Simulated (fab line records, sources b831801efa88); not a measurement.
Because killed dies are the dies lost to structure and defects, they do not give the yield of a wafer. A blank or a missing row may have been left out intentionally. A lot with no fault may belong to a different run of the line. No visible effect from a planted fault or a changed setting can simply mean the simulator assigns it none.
fab line records    flow sky130
record lots=10  wafers=30  last-day=50
route steps=708 shown METAL1@452 VIA2@530 VIA3@597 METAL5@670 PAD_OPEN@708
lots that met no fault: taken from a fault-free run of the same line
start-h: start of the lot's first displayed wafer, in hours after the record's first day    wait-h: hours since the lot's step before    " identical to the entry in the row above    L1.1+2: a row that stands for several wafers    - no value, or no start was given    * or withheld: withheld    < > ~ a bound
route shown NAME@n: NAME is a module with steps in the file, n the number in the route of the first one    usual: the fault-free wafers' mean and standard deviation    same: alike in all rows    chamber/n: place in a boat    sites: per-site readings    _std_site: the values' standard deviation    _edge_site: mean of outer sites minus mean of inner sites    radius-mm: for every site, how far away it sits from the centre of the wafer    mask NAME#n: copy n    behind: the tool/chamber that last shaped the wafer    hold: why the lot was held/for how many hours/how that ended    device: whichever transistor did not switch (one of n, p or np)    end of line: tests run on the same wafers once the route is complete    a step without rows: its recipe alone    killed: the dies lost at the first sort to structure and to defects; this is not the yield of the wafer    map: a wafer's dies, marking killed ones x, the rest . and places with no die _
set.NAME: the setting that was run; set.NAME@STEP: the one run at that earlier step    model.NAME: the simulator's own value behind a step, which no gauge read
one table for each step of the route and one row for each wafer, over a sample of lots
services: the hour from which a tool's chamber was out of use, counted from the record's first day as start-h (under 0 if before that day), plus the number of hours and why
## steps
# step SKY_METAL1_ETCH_18
# recipe chemistry=N2/H2  target=BARC  ion-energy-ev=200  bias-w=100  pressure-mtorr=30  n2-flow-sccm=100  h2-flow-sccm=200  icp-w=500  stop-on=SiO2  time-s=45.9  target-depth-a=600
# usual bias-w=100.01/0.29  drypump-motor-current-A=5.8/0.44  oes-product-au=0.856/0.0049  throttle-valve-pct=13.224/0.0095
lot.wafer  tool          chamber  start-h  wait-h  bias-w  drypump-motor-current-A  oes-product-au  rf-hours-counter-h  throttle-valve-pct
L355.1     rie-metal-01  1        770.00   0.0     100.14  5.3                      0.860           5                   13.228
L355.3     "             1        "        "       99.85   5.3                      0.848           -                   13.198
L355.6     "             1        "        "       99.80   5.3                      0.854           -                   13.235
L356.4     rie-metal-01  0        790.77   0.0     99.73   6.4                      0.861           -                   13.225
L356.5     "             0        "        "       100.21  6.4                      0.858           -                   13.228
L356.6     "             1        "        "       100.11  5.3                      0.848           -                   13.216
L357.1     rie-metal-01  0        794.31   0.0     100.15  6.4                      0.857           3                   13.239
L357.4     "             1        "        "       99.79   5.3                      0.850           -                   13.214
L357.5     "             1        "        "       99.80   5.3                      0.858           -                   13.228
L363.2     rie-metal-03  1        833.26   0.0     100.75  6.1                      0.858           12                  13.240
L363.4     "             1        "        "       100.05  6.1                      0.856           -                   13.212
L363.6     "             1        "        "       100.19  6.1                      0.855           -                   13.223
L365.3     rie-metal-02  1        855.48   0.1     99.92   5.7                      0.854           -                   13.218
L365.4     "             1        "        "       100.19  5.8                      0.858           -                   13.230
L365.5     "             1        "        "       100.08  5.8                      0.850           -                   13.226
L369.3     rie-metal-03  0        886.04   0.0     99.79   5.3                      0.857           -                   13.235
L369.4     "             1        "        "       100.10  6.0                      0.848           -                   13.228
L369.5     "             1        "        "       99.95   6.0                      0.846           -                   13.219
L370.1     rie-metal-02  0        899.32   0.0     100.03  5.6                      0.857           2                   13.217
L370.3     "             0        "        "       99.60   5.6                      0.858           -                   13.236
L370.5     "             1        "        "       100.18  5.8                      0.842           -                   13.222
L371.4     rie-metal-01  0        915.43   0.0     100.36  6.4                      0.853           -                   13.211
L371.5     "             0        "        "       100.28  6.4                      0.855           -                   13.234
L371.6     "             1        "        "       100.24  5.2                      0.863           -                   13.224
L375.2     rie-metal-02  1        927.66   0.0     100.33  5.7                      0.860           8                   13.223
L375.3     "             0        "        "       100.03  5.6                      0.856           -                   13.225
L375.5     "             1        "        "       100.02  5.7                      0.856           -                   13.220
L376.2     rie-metal-01  1        928.61   0.0     99.76   5.3                      0.857           11                  13.215
L376.3     "             0        "        "       99.54   6.4                      0.862           -                   13.234
L376.5     "             1        "        "       100.47  5.3                      0.859           -                   13.229
# step SKY_VIA2_THK_MEAS_23
# recipe thk-meas-gauge=xrf  reads=W_of_VIA2_CVD_21
# usual VIA2_W_THK=410/8.5
lot.wafer  tool           chamber  start-h  wait-h  VIA2_W_THK[nm]
L355.1     film-metro-01  -        856.15   0.1     394
L355.3     "              -        "        "       396
L355.6     "              -        "        "       397
L356.4     film-metro-01  -        875.50   0.1     414
L356.5     "              -        "        "       401
L356.6     "              -        "        "       413
L357.1     film-metro-03  -        880.26   0.1     406
L357.4     "              -        "        "       417
L357.5     "              -        "        "       409
L363.2     film-metro-01  -        916.78   0.1     410
L363.4     "              -        "        "       405
L363.6     "              -        "        "       407
L365.3     film-metro-01  -        937.68   0.1     404
L365.4     "              -        "        "       396
L365.5     "              -        "        "       403
L369.3     film-metro-01  -        965.62   0.1     407
L369.4     "              -        "        "       402
L369.5     "              -        "        "       414
L370.1     film-metro-04  -        978.09   0.1     425
L370.3     "              -        "        "       418
L370.5     "              -        "        "       421
L371.4     film-metro-01  -        994.69   0.1     413
L371.5     "              -        "        "       400
L371.6     "              -        "        "       416
L375.2     film-metro-04  -        1003.27  0.1     422
L375.3     "              -        "        "       427
L375.5     "              -        "        "       418
L376.2     film-metro-03  -        1007.47  0.1     410
L376.3     "              -        "        "       423
L376.5     "              -        "        "       409
# step SKY_VIA3_CMP_24
# recipe stop-on=SiO2  t-overpolish-s=20  down-force-psi=3.5  platen-rpm=60  target-thk-nm=0  pad-velocity-m-s=0.94248
# usual edge-zone-pressure-frac=0.999/0.0048  motor-current-A=11.2/1.1  overpolish-run-s=20.001/0.0091  platen-rpm=60.00/0.041  time-to-endpoint-s=92.6/2.9
# same t-overpolish-s=20
lot.wafer  tool    chamber  start-h  wait-h  edge-zone-pressure-frac  motor-current-A  overpolish-run-s  platen-rpm  time-to-endpoint-s
L355.3     cmp-01  3        936.96   0.1     1.001                    10.1             20.005            59.97       92.3
L355.1     "       1        "        "       1.000                    11.1             20.004            60.07       91.2
L355.6     "       2        "        "       0.998                    11.8             20.002            60.01       93.4
L356.4     cmp-02  2        953.51   0.2     0.998                    10.1             20.000            60.00       91.6
L356.5     "       3        "        "       1.003                    10.0             20.007            59.99       91.6
L356.6     "       0        "        "       0.999                    12.6             20.005            60.00       92.4
L357.4     cmp-02  0        957.86   0.1     1.000                    13.1             19.986            60.07       91.1
L357.1     "       1        "        "       0.990                    11.2             19.993            60.04       91.2
L357.5     "       0        "        "       0.997                    12.7             19.986            60.13       86.4
L363.2     cmp-01  3        993.74   0.1     0.998                    10.0             20.006            59.89       94.7
L363.4     "       0        "        "       0.992                    11.5             20.016            60.02       93.9
L363.6     "       2        "        "       1.000                    12.0             19.985            60.04       96.9
L365.3     cmp-01  1        1016.34  0.1     1.001                    11.1             20.007            59.99       94.8
L365.4     "       0        "        "       1.003                    10.3             19.998            59.93       97.5
L365.5     "       1        "        "       1.004                    10.7             20.021            60.00       94.3
L369.3     cmp-02  1        1038.91  0.0     0.996                    11.7             19.991            59.97       92.4
L369.4     "       2        "        "       1.002                    9.8              19.999            60.04       96.0
L369.5     "       2        "        "       0.996                    10.8             19.989            60.01       92.2
L370.1     cmp-02  0        1050.73  0.1     1.003                    13.0             20.008            60.00       94.1
L370.3     "       2        "        "       0.997                    10.2             20.003            60.01       93.6
L370.5     "       3        "        "       1.008                    9.6              19.998            60.01       91.8
L371.4     cmp-01  1        1067.06  0.3     1.003                    11.1             20.007            59.96       88.3
L371.6     "       2        "        "       1.005                    12.5             19.993            59.99       89.2
L371.5     "       3        "        "       1.001                    9.8              20.021            59.94       89.2
L375.3     cmp-02  0        1074.47  0.1     0.991                    12.6             19.996            59.99       91.5
L375.2     "       1        "        "       1.008                    11.9             20.004            59.98       90.8
L375.5     "       3        "        "       0.999                    10.5             20.000            59.96       90.9
L376.2     cmp-01  3        1076.59  0.1     0.998                    9.8              20.013            60.02       90.0
L376.3     "       0        "        "       0.987                    10.9             20.005            59.93       90.8
L376.5     "       2        "        "       0.993                    12.7             20.006            59.96       90.4
# step SKY_METAL5_COAT_09
# recipe resist=NOVOLAK  spin-rpm=3000  resist-thk-nm=1800
# usual exhaust-pa=44.7/0.9
lot.wafer  tool            chamber  start-h  wait-h  exhaust-pa
L355.1     litho-track-03  0        1023.22  0.1     44.4
L355.3     "               0        "        "       44.1
L355.6     "               0        "        "       45.7
L356.4     litho-track-03  0        1037.80  0.1     44.8
L356.5     "               0        "        "       43.8
L356.6     "               0        "        "       44.0
L357.1     litho-track-01  0        1042.12  0.1     44.0
L357.4     "               0        "        "       43.8
L357.5     "               0        "        "       43.9
L363.2     litho-track-03  0        1075.60  0.1     44.3
L363.4     "               0        "        "       45.2
L363.6     "               0        "        "       45.2
L365.3     litho-track-03  0        1095.17  0.1     44.4
L365.4     "               0        "        "       45.3
L365.5     "               0        "        "       44.9
L369.3     litho-track-01  0        1116.22  0.1     45.1
L369.4     "               0        "        "       44.4
L369.5     "               0        "        "       44.4
L370.1     litho-track-02  0        1126.25  0.1     45.2
L370.3     "               0        "        "       45.4
L370.5     "               0        "        "       45.3
L371.4     litho-track-01  0        1140.99  0.1     45.2
L371.5     "               0        "        "       43.7
L371.6     "               0        "        "       45.2
L375.2     litho-track-02  0        1148.27  0.1     44.3
L375.3     "               0        "        "       45.0
L375.5     "               0        "        "       45.0
L376.2     litho-track-03  0        1150.25  0.1     45.9
L376.3     "               0        "        "       45.4
L376.5     "               0        "        "       45.8
# step SKY_METAL5_STRIP_16
# recipe chemistry=O2/N2  power-w=1400  pressure-mtorr=1500  platen-temp-c=withheld  o2-flow-sccm=3000  n2-flow-sccm=300  overash-fraction=0.5
# usual drypump-motor-current-A=5.8/0.52  oes-product-au=0.711/0.0048  strip-time-to-endpoint-s=13.10/0.13
lot.wafer  tool             chamber  start-h  wait-h  drypump-motor-current-A  oes-product-au  rf-hours-counter-h  strip-time-to-endpoint-s
L355.1     plasma-asher-03  1        1034.74  0.2     5.8                      0.714           126                 13.24
L355.3     "                1        "        "       5.8                      0.714           -                   13.17
L355.6     "                1        "        "       5.8                      0.717           -                   13.30
L356.4     plasma-asher-03  1        1049.07  0.1     5.8                      0.714           -                   12.92
L356.5     "                1        "        "       5.8                      0.710           -                   13.00
L356.6     "                0        "        "       5.0                      0.708           -                   13.16
L357.1     plasma-asher-03  1        1052.94  0.2     5.8                      0.710           128                 13.23
L357.4     "                0        "        "       5.0                      0.711           -                   13.22
L357.5     "                1        "        "       5.9                      0.706           -                   13.40
L363.2     plasma-asher-03  1        1086.54  0.2     5.8                      0.712           2                   14.80
L363.4     "                1        "        "       5.9                      0.707           -                   14.59
L363.6     "                0        "        "       5.0                      0.712           -                   14.74
L365.3     plasma-asher-03  0        1105.82  0.1     5.0                      0.714           -                   14.37
L365.4     "                1        "        "       5.8                      0.706           -                   14.50
L365.5     "                1        "        "       5.9                      0.706           -                   14.38
L369.3     plasma-asher-03  0        1126.32  0.1     5.0                      0.703           -                   13.04
L369.4     "                1        "        "       5.8                      0.707           -                   13.07
L369.5     "                0        "        "       5.0                      0.708           -                   13.18
L370.1     plasma-asher-02  0        1135.82  0.2     6.4                      0.722           76                  13.04
L370.3     "                0        "        "       6.4                      0.708           -                   12.95
L370.5     "                0        "        "       6.4                      0.713           -                   13.04
L371.4     plasma-asher-01  0        1150.71  0.1     6.1                      0.708           -                   13.03
L371.5     "                0        "        "       6.1                      0.713           -                   13.06
L371.6     "                1        "        "       5.4                      0.704           -                   13.12
L375.2     plasma-asher-03  0        1157.87  0.2     5.0                      0.720           9                   13.25
L375.3     "                1        "        "       5.8                      0.704           -                   13.06
L375.5     "                0        "        "       5.0                      0.705           -                   13.20
L376.2     plasma-asher-03  0        1159.49  0.2     5.0                      0.708           9                   13.33
L376.3     "                0        "        "       5.0                      0.714           -                   13.10
L376.5     "                1        "        "       5.8                      0.707           -                   13.26
# step SKY_PAD_OPEN_PROBE_99
# usual defect-limited-yield=82.4/2.1  killed_at_M0_to_M3=43/7.4  killed_at_M4_up=3.1/1.9  killed-at-contacts=25/5.4  killed-at-front-end=15/4.3  killed-at-other=0.3/0.54  killed-dies=86/10  killed-on-rim=17/4  killed-open=46/7.4  killed-short=40/7  sort_bin_3_pad_short=0.9/0.39  sort_bin_5_function=10.3/1.6  sort_bin_6_memory=6.4/1.1  sort-n-pass=406/10  sort-yield-pct=82.4/2.1
# same gross-dies=492  killed-at-back-side=0  sort_bin_4_leakage[%]=0  sort_bin_8_speed[%]=0
lot.wafer  tool       chamber  start-h  wait-h  defect-limited-yield[%]  killed_at_M0_to_M3  killed_at_M4_up  killed-at-contacts  killed-at-front-end  killed-at-other  killed-dies  killed-on-rim  killed-open  killed-short  sort_bin_3_pad_short[%]  sort_bin_5_function[%]  sort_bin_6_memory[%]  sort-n-pass  sort-yield-pct[%]
L356.4     prober-01  -        1094.62  0.2     77.8                     63                  3                26                  17                   0                109          25             62           47            0.6                      11.6                    10.0                  383          77.8
L356.5     prober-01  -        1094.67  0.2     82.5                     38                  1                26                  21                   0                86           20             44           42            0.4                      8.7                     8.3                   406          82.5
L356.6     prober-01  -        1094.72  0.2     84.1                     39                  7                24                  8                    0                78           16             44           34            0.8                      8.9                     6.1                   414          84.1
L365.3     prober-02  -        1148.23  0.2     83.3                     37                  2                28                  15                   0                82           17             56           25            0.4                      11.6                    4.7                   410          83.3
L365.4     prober-02  -        1148.28  0.2     83.5                     40                  4                20                  17                   0                81           15             49           31            0.4                      10.2                    5.9                   411          83.5
L365.5     prober-02  -        1148.33  0.2     84.1                     36                  5                25                  12                   0                78           12             42           36            0.8                      10.0                    5.1                   414          84.1
# killed by level:class
L356.4 VIA1:geometric-particle:open=18 METAL2:geometric-particle:short=12 VIA2:geometric-particle:open=10 LI_CONTACT:geometric-particle:open=7 CONTACT:geometric-particle:short=7 VIA3:geometric-particle:open=7 CONTACT:geometric-particle:open=6 FIELD_ISO:geometric-particle:open=5
L356.5 CONTACT:geometric-particle:open=10 LOCAL_INTERCONNECT:geometric-particle:short=7 LI_CONTACT:geometric-particle:open=6 VIA1:geometric-particle:short=6 VIA2:geometric-particle:open=6 VIA1:geometric-particle:open=5 METAL2:geometric-particle:short=5 VIA3:geometric-particle:open=5
L356.6 LI_CONTACT:geometric-particle:open=10 VIA3:geometric-particle:open=10 METAL2:geometric-particle:short=8 CONTACT:geometric-particle:open=7 METAL1:geometric-particle:short=5 VIA1:geometric-particle:open=4 LI_CONTACT:geometric-particle:short=4 METAL4:geometric-particle:short=4
L365.3 VIA1:geometric-particle:open=14 LI_CONTACT:geometric-particle:open=11 CONTACT:geometric-particle:open=9 CONTACT:geometric-particle:short=6 VIA2:geometric-particle:open=5 VIA3:geometric-particle:open=4 METAL2:geometric-particle:short=4 FIELD_ISO:geometric-particle:open=3
L365.4 VIA1:geometric-particle:open=10 LI_CONTACT:geometric-particle:open=8 VIA2:geometric-particle:open=8 VIA3:geometric-particle:open=7 POLY_GATE:geometric-particle:short=6 CONTACT:geometric-particle:open=6 METAL1:geometric-particle:short=4 VIA2:geometric-particle:short=4
L365.5 LI_CONTACT:geometric-particle:open=8 VIA2:geometric-particle:open=8 VIA1:geometric-particle:short=7 VIA3:geometric-particle:open=6 METAL4:geometric-particle:short=5 CONTACT:geometric-particle:open=5 VIA1:geometric-particle:open=5 CONTACT:geometric-particle:short=4
## services
tool             chamber  start-h  hours  kind
cmp-01           -        761.53   3.9    repair
cmp-02           -        817.57   0.8    repair
plasma-asher-03  -        821.21   1.3    repair
rie-metal-01     0        829.84   4.3    repair
cmp-02           -        837.78   4.6    pm
rie-metal-01     -        863.92   2.8    pm
cmp-01           -        869.16   5.3    pm
cmp-02           -        874.69   11.1   pm
plasma-asher-03  -        897.97   4.3    pm
cmp-02           -        912.06   4.0    pm
cmp-02           -        914.04   1.4    repair
cmp-02           -        937.76   2.3    repair
cmp-01           -        941.52   5.0    repair
cmp-01           -        974.68   2.7    repair
rie-metal-01     1        980.49   15.3   repair
rie-metal-02     -        980.72   14.6   pm
rie-metal-02     -        1000.60  0.7    repair
plasma-asher-03  -        1055.25  9.0    pm
cmp-01           -        1061.40  1.2    repair
rie-metal-02     -        1067.36  1.4    pm
cmp-01           -        1084.13  4.0    pm
cmp-02           -        1096.82  6.7    pm
cmp-01           -        1148.76  4.0    repair
cmp-02           -        1151.02  0.7    repair
## key
first-sign step=SKY_METAL5_STRIP_16  reading=strip-time-to-endpoint-s  direction=up  sigmas=12  usual=*  struck=*
effect none on later readings
met-at SKY_METAL5_COAT_09
struck-lots L363,L365
not-acting-at SKY_METAL1_ETCH_18,SKY_VIA2_THK_MEAS_23,SKY_VIA3_CMP_24
onset-between 1037.80 1075.60
fault kind=process-parameter-drift  tool=litho-track-03  chamber=-  onset-h=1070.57  steps=SKY_METAL5_COAT_09  channel=resist-thk-nm  offset=131.8  shape=step  end-h=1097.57  acts-in=these-recipes-only  stated=1800
